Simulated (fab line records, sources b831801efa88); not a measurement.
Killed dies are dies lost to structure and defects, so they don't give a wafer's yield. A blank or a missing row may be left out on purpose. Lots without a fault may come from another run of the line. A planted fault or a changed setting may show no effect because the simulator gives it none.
fab line records | flow gf180mcu
record lots=24 wafers=72 last_day=34
route steps=602 shown HV_LDD@187 SALICIDE@283 CONTACT@305 V1@352 M2@368
lots that met no fault: from a run of the same line without faults
start_h: hours from the record's first day to the start of the lot's first wafer shown | wait_h: hours since the lot's step before | " the same as in the row above | L1.1+2: a row that stands for several wafers | - no value, or no start given | * or withheld: withheld | < > ~ a bound
route shown NAME@n: a module of which the file shows steps, and the number in the route of the first | usual: mean/standard deviation of fault-free wafers | same: alike in all rows | chamber/n: place in a boat | sites: the reading at each site | _std_site: their standard deviation | _edge_site: outer sites' mean less inner sites' | radius_mm: how far each site lies from the wafer's centre | mask NAME#n: copy n | behind: the tool/chamber that last shaped the wafer | hold: why the lot was held/for how many hours/how that ended | device: the transistor (n, p or np) that didn't switch | end of line: the same wafers' tests at the end of the route | a step without rows: its recipe alone | killed: dies lost to structure and defects at the first sort, not the wafer's yield | map: a wafer's dies, x killed, . not, _ none there
set.NAME: the setting as run; set.NAME@STEP: as run at that earlier step | model.NAME: the simulator's own value behind a step, which no gauge read
steps of the route over a sample of lots; a table a step, a row a wafer
services: from which hour (start_h, from the record's first day; less than 0 if before it) a tool's chamber was out of use, for how many hours, and why
## steps
# step GF_HV_LDD_TW_MEAS_11
# usual HV_LDD_TW=2405/27
# columns lot.wafer tool chamber start_h wait_h HV_LDD_TW
L074.2 film_metro-04 - 216.28 0.1 2445
L074.5 " - " " 2445
L074.6 " - " " 2466
L075.1 film_metro-02 - 223.92 0.1 2392
L075.3 " - " " 2390
L075.5 " - " " 2394
L076.2 film_metro-04 - 228.43 0.1 2442
L076.5 " - " " 2447
L076.6 " - " " 2456
L077.1 film_metro-02 - 236.42 0.1 2398
L077.3 " - " " 2400
L077.5 " - " " 2392
L078.2 film_metro-04 - 244.13 0.1 2423
L078.3 " - " " 2420
L078.5 " - " " 2419
L079.1 film_metro-03 - 253.77 0.1 2386
L079.2 " - " " 2384
L079.5 " - " " 2392
L080.2 film_metro-02 - 261.24 0.1 2382
L080.5 " - " " 2400
L080.6 " - " " 2384
L081.1 film_metro-03 - 264.88 0.1 2387
L081.2 " - " " 2378
L081.6 " - " " 2377
L082.1 film_metro-03 - 273.43 0.1 2395
L082.2 " - " " 2384
L082.5 " - " " 2395
L083.1 film_metro-03 - 280.66 0.1 2391
L083.2 " - " " 2389
L083.3 " - " " 2378
L084.3 film_metro-03 - 291.98 0.1 2405
L084.4 " - " " 2398
L084.6 " - " " 2400
L085.2 film_metro-02 - 298.13 0.1 2385
L085.3 " - " " 2375
L085.5 " - " " 2369
L086.1 film_metro-04 - 304.86 0.1 2432
L086.3 " - " " 2440
L086.6 " - " " 2434
L087.1 film_metro-02 - 308.82 0.1 2390
L087.3 " - " " 2374
L087.6 " - " " 2374
L088.1 film_metro-04 - 318.37 0.1 2439
L088.2 " - " " 2450
L088.3 " - " " 2453
L089.1 film_metro-02 - 327.31 0.1 2374
L089.3 " - " " 2374
L089.4 " - " " 2376
L090.1 film_metro-04 - 330.51 0.1 2444
L090.2 " - " " 2456
L090.4 " - " " 2454
L091.1 film_metro-03 - 338.72 0.1 2389
L091.4 " - " " 2415
L091.5 " - " " 2398
L092.3 film_metro-03 - 351.23 0.1 2408
L092.4 " - " " 2399
L092.5 " - " " 2409
L093.3 film_metro-02 - 354.24 0.1 2397
L093.4 " - " " 2390
L093.6 " - " " 2383
L095.1 film_metro-03 - 374.81 0.1 2416
L095.3 " - " " 2406
L095.4 " - " " 2402
L094.1 film_metro-04 - 375.11 0.1 2443
L094.5 " - " " 2432
L094.6 " - " " 2441
L096.1 film_metro-02 - 375.17 0.1 2384
L096.2 " - " " 2388
L096.4 " - " " 2386
L097.3 film_metro-02 - 384.55 0.1 2388
L097.4 " - " " 2383
L097.6 " - " " 2389
# step GF_SALICIDE_THK_MEAS_05
# recipe thk_meas_gauge=xrf reads=TiN_of_SALICIDE_SPUTTER_03
# usual SALICIDE_TIN_THK=20.18/0.24
# columns lot.wafer tool chamber start_h wait_h SALICIDE_TIN_THK[nm]
L074.2 film_metro-01 - 337.94 0.1 20.54
L074.5 " - " " 20.46
L074.6 " - " " 20.57
L075.1 film_metro-04 - 348.18 0.1 19.83
L075.3 " - " " 19.90
L075.5 " - " " 20.05
L076.2 film_metro-04 - 353.49 0.1 19.97
L076.5 " - " " 20.02
L076.6 " - " " 19.53
L077.1 film_metro-03 - 363.67 0.1 19.69
L077.3 " - " " 19.83
L077.5 " - " " 19.81
L078.2 film_metro-01 - 371.23 0.1 19.99
L078.3 " - " " 20.16
L078.5 " - " " 20.09
L079.1 film_metro-03 - 382.22 0.1 20.50
L079.2 " - " " 19.95
L079.5 " - " " 20.57
L080.2 film_metro-01 - 390.13 0.1 20.20
L080.5 " - " " 20.32
L080.6 " - " " 20.44
L081.1 film_metro-04 - 397.83 0.1 20.57
L081.2 " - " " 20.38
L081.6 " - " " 20.19
L082.1 film_metro-03 - 403.79 0.1 20.03
L082.2 " - " " 19.98
L082.5 " - " " 20.21
L083.1 film_metro-03 - 413.60 0.1 19.93
L083.2 " - " " 20.48
L083.3 " - " " 20.07
L084.3 film_metro-01 - 427.17 0.1 20.37
L084.4 " - " " 20.43
L084.6 " - " " 20.61
L085.2 film_metro-01 - 436.79 0.1 20.61
L085.3 " - " " 20.41
L085.5 " - " " 20.58
L086.1 film_metro-03 - 441.72 0.1 20.26
L086.3 " - " " 20.44
L086.6 " - " " 20.08
L087.1 film_metro-01 - 448.53 0.1 20.35
L087.3 " - " " 20.31
L087.6 " - " " 20.20
L088.1 film_metro-01 - 461.29 0.1 20.43
L088.2 " - " " 20.41
L088.3 " - " " 20.17
L089.1 film_metro-03 - 467.72 0.1 20.04
L089.3 " - " " 19.97
L089.4 " - " " 20.20
L090.1 film_metro-01 - 472.54 0.1 20.17
L090.2 " - " " 20.17
L090.4 " - " " 20.24
L091.1 film_metro-03 - 483.30 0.1 20.16
L091.4 " - " " 20.16
L091.5 " - " " 20.02
L092.3 film_metro-03 - 494.54 0.1 20.06
L092.4 " - " " 19.90
L092.5 " - " " 20.15
L093.3 film_metro-03 - 500.20 0.1 19.90
L093.4 " - " " 19.95
L093.6 " - " " 20.04
L095.1 film_metro-03 - 521.47 0.1 19.98
L095.3 " - " " 20.31
L095.4 " - " " 20.40
L094.1 film_metro-04 - 523.62 0.1 20.30
L094.5 " - " " 20.27
L094.6 " - " " 20.16
L096.1 film_metro-03 - 524.53 0.1 20.20
L096.2 " - " " 20.37
L096.4 " - " " 20.54
L097.3 film_metro-04 - 533.15 0.1 19.87
L097.4 " - " " 20.12
L097.6 " - " " 20.21
# step GF_CONTACT_STRIP_18
# recipe chemistry=O2/N2 power_w=1400 pressure_mtorr=1500 platen_temp_c=250 o2_flow_sccm=3000 n2_flow_sccm=300 overash_fraction=0.5
# usual drypump_motor_current_A=5.6/0.51 heater_power_w=347/32 oes_product_au=0.580/0.0047
# columns lot.wafer tool chamber start_h wait_h drypump_motor_current_A heater_power_w oes_product_au rf_hours_counter_h
L074.2 plasma_asher-04 0 359.84 - 6.5 328 0.577 78
L074.5 " 0 " " 6.5 325 0.572 -
L074.6 " 1 " " 5.2 302 0.571 -
L075.1 plasma_asher-01 1 369.44 - 6.1 345 0.583 54
L075.3 " 0 " " 5.0 322 0.578 -
L075.5 " 1 " " 6.1 346 0.582 -
L076.2 plasma_asher-04 0 376.44 - 6.5 320 0.590 80
L076.5 " 0 " " 6.5 321 0.575 -
L076.6 " 1 " " 5.2 304 0.578 -
L077.1 plasma_asher-01 1 387.74 - 6.0 355 0.577 55
L077.3 " 1 " " 6.1 349 0.585 -
L077.5 " 1 " " 6.1 351 0.580 -
L078.2 plasma_asher-03 0 395.43 - 5.3 403 0.581 30
L078.3 " 1 " " 5.7 364 0.580 -
L078.5 " 0 " " 5.3 403 0.581 -
L079.1 plasma_asher-03 1 406.24 - 5.7 356 0.585 31
L079.2 " 0 " " 5.3 394 0.590 31
L079.5 " 0 " " 5.3 393 0.589 -
L080.2 plasma_asher-03 0 414.49 - 5.3 391 0.576 32
L080.5 " 0 " " 5.3 391 0.574 -
L080.6 " 1 " " 5.7 373 0.580 -
L081.1 plasma_asher-01 1 422.73 - 6.0 342 0.581 59
L081.2 " 0 " " 5.0 334 0.582 59
L081.6 " 1 " " 6.0 351 0.575 -
L082.1 plasma_asher-04 0 430.38 - 6.5 319 0.594 83
L082.2 " 1 " " 5.2 297 0.578 83
L082.5 " 1 " " 5.3 309 0.583 -
L083.1 plasma_asher-03 1 438.99 - 5.7 368 0.586 35
L083.2 " 0 " " 5.3 393 0.571 35
L083.3 " 1 " " 5.7 375 0.579 -
L084.3 plasma_asher-01 0 452.72 - 5.0 318 0.592 -
L084.4 " 1 " " 6.0 344 0.585 -
L084.6 " 1 " " 6.1 340 0.581 -
L085.2 plasma_asher-01 0 462.78 - 5.0 323 0.574 63
L085.3 " 1 " " 6.1 346 0.582 -
L085.5 " 0 " " 5.0 323 0.583 -
L086.1 plasma_asher-04 0 467.07 - 6.5 330 0.583 87
L086.3 " 1 " " 5.2 311 0.575 -
L086.6 " 1 " " 5.2 297 0.580 -
L087.1 plasma_asher-01 0 474.22 - 5.0 327 0.581 64
L087.3 " 0 " " 5.0 327 0.587 -
L087.6 " 1 " " 6.1 343 0.585 -
L088.1 plasma_asher-03 0 486.92 - 5.3 392 0.581 40
L088.2 " 1 " " 5.7 379 0.585 40
L088.3 " 0 " " 5.3 392 0.582 -
L089.1 plasma_asher-04 0 492.33 - 6.5 325 0.578 90
L089.3 " 1 " " 5.3 304 0.579 -
L089.4 " 0 " " 6.5 329 0.575 -
L090.1 plasma_asher-03 0 497.63 - 5.3 391 0.585 41
L090.2 " 1 " " 5.7 368 0.580 41
L090.4 " 1 " " 5.7 372 0.580 -
L091.1 plasma_asher-04 0 507.98 - 6.5 332 0.581 91
L091.4 " 1 " " 5.2 296 0.585 -
L091.5 " 0 " " 6.5 327 0.589 -
L092.3 plasma_asher-03 0 519.32 - 5.3 401 0.576 -
L092.4 " 1 " " 5.7 368 0.574 -
L092.5 " 0 " " 5.3 402 0.578 -
L093.3 plasma_asher-03 0 524.82 - 5.3 388 0.574 -
L093.4 " 1 " " 5.7 383 0.587 -
L093.6 " 0 " " 5.3 389 0.582 -
L095.1 plasma_asher-04 1 545.13 - 5.2 308 0.580 95
L095.3 " 1 " " 5.2 299 0.576 -
L095.4 " 0 " " 6.5 330 0.582 -
L094.1 plasma_asher-03 1 547.53 - 5.7 373 0.576 46
L094.5 " 1 " " 5.7 360 0.576 -
L094.6 " 0 " " 5.3 402 0.579 -
L096.1 plasma_asher-01 1 548.42 - 6.1 345 0.575 72
L096.2 " 0 " " 5.0 317 0.576 72
L096.4 " 0 " " 5.0 323 0.576 -
L097.3 plasma_asher-01 0 556.72 - 5.0 328 0.570 -
L097.4 " 1 " " 6.1 348 0.581 -
L097.6 " 1 " " 6.1 353 0.579 -
# step GF_V1_ETCH_17
# recipe chemistry=C4F8/O2/Ar mask_material=KrF target=SiO2 stop_on=TiN source_w=1500 bias_w=1200 pressure_mtorr=40 c4f8_flow_sccm=withheld O2_flow_sccm=6 Ar_flow_sccm=300 time_s=withheld target_depth_a=6300
# usual oes_product_au=0.856/0.0047
# columns lot.wafer tool chamber start_h wait_h oes_product_au
L074.2 rie_diel-03 3 - - 0.853
L074.5 " 3 " " 0.861
L074.6 " 0 " " 0.859
L075.1 rie_diel-02 1 - - 0.849
L075.3 " 3 " " 0.850
L075.5 " 3 " " 0.852
L076.2 rie_diel-04 1 - - 0.854
L076.5 " 0 " " 0.863
L076.6 " 3 " " 0.854
L077.1 rie_diel-04 0 - - 0.859
L077.3 " 3 " " 0.859
L077.5 " 0 " " 0.853
L078.2 rie_diel-02 2 - - 0.853
L078.3 " 1 " " 0.861
L078.5 " 3 " " 0.856
L079.1 rie_diel-03 0 - - 0.856
L079.2 " 1 " " 0.855
L079.5 " 2 " " 0.855
L080.2 rie_diel-04 3 - - 0.852
L080.5 " 0 " " 0.852
L080.6 " 1 " " 0.851
L081.1 rie_diel-03 2 - - 0.852
L081.2 " 1 " " 0.866
L081.6 " 1 " " 0.869
L082.1 rie_diel-04 1 - - 0.858
L082.2 " 2 " " 0.861
L082.5 " 3 " " 0.856
L083.1 rie_diel-02 3 - - 0.852
L083.2 " 0 " " 0.864
L083.3 " 2 " " 0.855
L084.3 rie_diel-04 2 - - 0.861
L084.4 " 0 " " 0.852
L084.6 " 2 " " 0.866
L085.2 rie_diel-03 3 - - 0.859
L085.3 " 0 " " 0.852
L085.5 " 2 " " 0.858
L086.1 rie_diel-04 0 - - 0.861
L086.3 " 2 " " 0.862
L086.6 " 1 " " 0.851
L087.1 rie_diel-04 2 - - 0.861
L087.3 " 0 " " 0.861
L087.6 " 0 " " 0.857
L088.1 rie_diel-04 2 - - 0.859
L088.2 " 0 " " 0.862
L088.3 " 3 " " 0.855
L089.1 rie_diel-02 0 - - 0.857
L089.3 " 3 " " 0.857
L089.4 " 1 " " 0.855
L090.1 rie_diel-02 3 - - 0.851
L090.2 " 1 " " 0.862
L090.4 " 0 " " 0.852
L091.1 rie_diel-02 3 - - 0.859
L091.4 " 2 " " 0.858
L091.5 " 0 " " 0.861
L092.3 rie_diel-04 0 - - 0.855
L092.4 " 3 " " 0.843
L092.5 " 0 " " 0.859
L093.3 rie_diel-04 3 - - 0.859
L093.4 " 0 " " 0.857
L093.6 " 3 " " 0.865
L095.1 rie_diel-02 1 - - 0.857
L095.3 " 2 " " 0.855
L095.4 " 0 " " 0.844
L094.1 rie_diel-02 2 - - 0.859
L094.5 " 3 " " 0.849
L094.6 " 2 " " 0.859
L096.1 rie_diel-04 0 - - 0.860
L096.2 " 3 " " 0.851
L096.4 " 2 " " 0.858
L097.3 rie_diel-02 1 - - 0.856
L097.4 " 0 " " 0.859
L097.6 " 0 " " 0.861
# step GF_V1_SPUTTER_22
# recipe material=TiN target_thk_nm=10 chamber_pressure_pa=5 power_w=4000 time_s=40
# usual throttle_valve_pct=30.0/1.4
# columns lot.wafer tool chamber start_h wait_h throttle_valve_pct
L074.2 pvd_sputter-04 - 409.17 0.0 29.3
L074.5 " - " " 30.2
L074.6 " - " " 31.9
L075.1 pvd_sputter-04 - 417.90 0.0 31.6
L075.3 " - " " 28.2
L075.5 " - " " 31.6
L076.2 pvd_sputter-02 - 427.29 0.0 31.8
L076.5 " - " " 31.9
L076.6 " - " " 28.6
L077.1 pvd_sputter-03 - 439.23 0.0 30.8
L077.3 " - " " 29.4
L077.5 " - " " 28.8
L078.2 pvd_sputter-03 - 447.23 0.0 28.5
L078.3 " - " " 29.2
L078.5 " - " " 28.7
L079.1 pvd_sputter-03 - 459.57 0.0 28.5
L079.2 " - " " 30.7
L079.5 " - " " 29.2
L080.2 pvd_sputter-03 - 467.25 0.0 28.7
L080.5 " - " " 30.7
L080.6 " - " " 28.4
L081.1 pvd_sputter-04 - 475.28 0.0 29.3
L081.2 " - " " 31.7
L081.6 " - " " 28.3
L082.1 pvd_sputter-03 - 482.60 0.0 29.1
L082.2 " - " " 29.1
L082.5 " - " " 28.7
L083.1 pvd_sputter-04 - 490.83 0.0 29.5
L083.2 " - " " 31.7
L083.3 " - " " 30.0
L084.3 pvd_sputter-03 - 503.84 0.0 28.6
L084.4 " - " " 28.7
L084.6 " - " " 28.8
L085.2 pvd_sputter-03 - 513.82 0.0 28.7
L085.3 " - " " 30.6
L085.5 " - " " 28.5
L086.1 pvd_sputter-03 - 517.57 0.0 30.7
L086.3 " - " " 28.6
L086.6 " - " " 29.6
L087.1 pvd_sputter-02 - 525.03 0.0 31.8
L087.3 " - " " 33.2
L087.6 " - " " 28.6
L088.1 pvd_sputter-04 - 536.82 0.0 29.1
L088.2 " - " " 31.6
L088.3 " - " " 28.2
L089.1 pvd_sputter-02 - 542.29 0.0 31.0
L089.3 " - " " 28.5
L089.4 " - " " 31.8
L090.1 pvd_sputter-03 - 546.83 0.0 30.6
L090.2 " - " " 29.4
L090.4 " - " " 30.6
L091.1 pvd_sputter-02 - 556.53 0.0 33.0
L091.4 " - " " 31.4
L091.5 " - " " 28.4
L092.3 pvd_sputter-04 - 567.89 0.0 30.4
L092.4 " - " " 31.5
L092.5 " - " " 31.5
L093.3 pvd_sputter-02 - 571.94 0.0 31.7
L093.4 " - " " 31.7
L093.6 " - " " 31.0
L095.1 pvd_sputter-03 - 592.49 0.0 28.7
L095.3 " - " " 28.9
L095.4 " - " " 30.6
L094.1 pvd_sputter-03 - 594.69 0.0 28.9
L094.5 " - " " 28.7
L094.6 " - " " 29.3
L096.1 pvd_sputter-02 - 595.25 0.0 33.3
L096.2 " - " " 32.1
L096.4 " - " " 28.3
L097.3 pvd_sputter-02 - 603.84 0.0 31.7
L097.4 " - " " 28.5
L097.6 " - " " 32.0
# step GF_M2_THK_MEAS_06
# recipe thk_meas_gauge=xrf reads=AlCu_of_M2_SPUTTER_02
# usual M2_ALCU_THK=455/4.7
# columns lot.wafer tool chamber start_h wait_h M2_ALCU_THK[nm]
L074.2 film_metro-04 - 410.20 0.1 455
L074.5 " - " " 454
L074.6 " - " " 455
L075.1 film_metro-04 - 418.87 0.1 453
L075.3 " - " " 456
L075.5 " - " " 450
L076.2 film_metro-01 - 428.27 0.1 453
L076.5 " - " " 460
L076.6 " - " " 452
L077.1 film_metro-01 - 440.20 0.1 454
L077.3 " - " " 451
L077.5 " - " " 450
L078.2 film_metro-03 - 448.21 0.1 457
L078.3 " - " " 451
L078.5 " - " " 460
L079.1 film_metro-01 - 460.54 0.1 453
L079.2 " - " " 448
L079.5 " - " " 452
L080.2 film_metro-04 - 468.23 0.1 457
L080.5 " - " " 451
L080.6 " - " " 457
L081.1 film_metro-03 - 476.28 0.1 459
L081.2 " - " " 456
L081.6 " - " " 455
L082.1 film_metro-01 - 483.57 0.1 456
L082.2 " - " " 455
L082.5 " - " " 454
L083.1 film_metro-01 - 491.80 0.1 448
L083.2 " - " " 449
L083.3 " - " " 447
L084.3 film_metro-04 - 504.83 0.1 451
L084.4 " - " " 444
L084.6 " - " " 444
L085.2 film_metro-01 - 514.80 0.1 457
L085.3 " - " " 464
L085.5 " - " " 463
L086.1 film_metro-01 - 518.54 0.1 466
L086.3 " - " " 455
L086.6 " - " " 467
L087.1 film_metro-01 - 526.00 0.1 454
L087.3 " - " " 454
L087.6 " - " " 452
L088.1 film_metro-03 - 537.80 0.1 450
L088.2 " - " " 451
L088.3 " - " " 455
L089.1 film_metro-01 - 543.27 0.1 453
L089.3 " - " " 454
L089.4 " - " " 451
L090.1 film_metro-04 - 547.80 0.1 456
L090.2 " - " " 456
L090.4 " - " " 452
L091.1 film_metro-01 - 557.50 0.1 447
L091.4 " - " " 450
L091.5 " - " " 454
L092.3 film_metro-04 - 568.89 0.1 454
L092.4 " - " " 456
L092.5 " - " " 456
L093.3 film_metro-01 - 572.94 0.1 458
L093.4 " - " " 461
L093.6 " - " " 460
L095.1 film_metro-01 - 593.47 0.1 459
L095.3 " - " " 462
L095.4 " - " " 456
L094.1 film_metro-03 - 595.78 0.1 452
L094.5 " - " " 450
L094.6 " - " " 449
L096.1 film_metro-04 - 596.38 0.1 457
L096.2 " - " " 454
L096.4 " - " " 457
L097.3 film_metro-01 - 604.84 0.1 457
L097.4 " - " " 462
L097.6 " - " " 467
## services
# columns tool chamber start_h hours kind
pvd_sputter-02 - 336.79 1.4 repair
rie_diel-03 - 356.74 28.1 pm
pvd_sputter-03 0 357.19 - consumable_replace:kit
rie_diel-04 1 361.49 1.4 repair
plasma_asher-04 - 380.59 23.9 repair
plasma_asher-03 - 385.28 7.6 repair
rie_diel-02 1 388.81 9.1 repair
rie_diel-02 2 413.10 12.0 repair
rie_diel-04 3 418.85 3.0 repair
rie_diel-03 - 420.91 4.0 pm
pvd_sputter-04 - 442.16 6.1 repair
rie_diel-04 - 448.99 1.5 repair
plasma_asher-04 - 452.62 2.9 repair
rie_diel-03 - 453.59 0.9 repair
rie_diel-04 3 453.95 3.9 repair
rie_diel-02 2 460.60 2.4 repair
pvd_sputter-04 - 465.39 3.2 repair
rie_diel-03 3 473.10 11.4 repair
pvd_sputter-04 - 473.15 0.6 repair
rie_diel-03 1 479.00 8.5 repair
pvd_sputter-02 - 537.92 3.6 repair
plasma_asher-04 - 572.04 1.2 repair
plasma_asher-03 - 589.12 0.8 repair
rie_diel-04 - 589.79 3.0 repair
## key
fault none
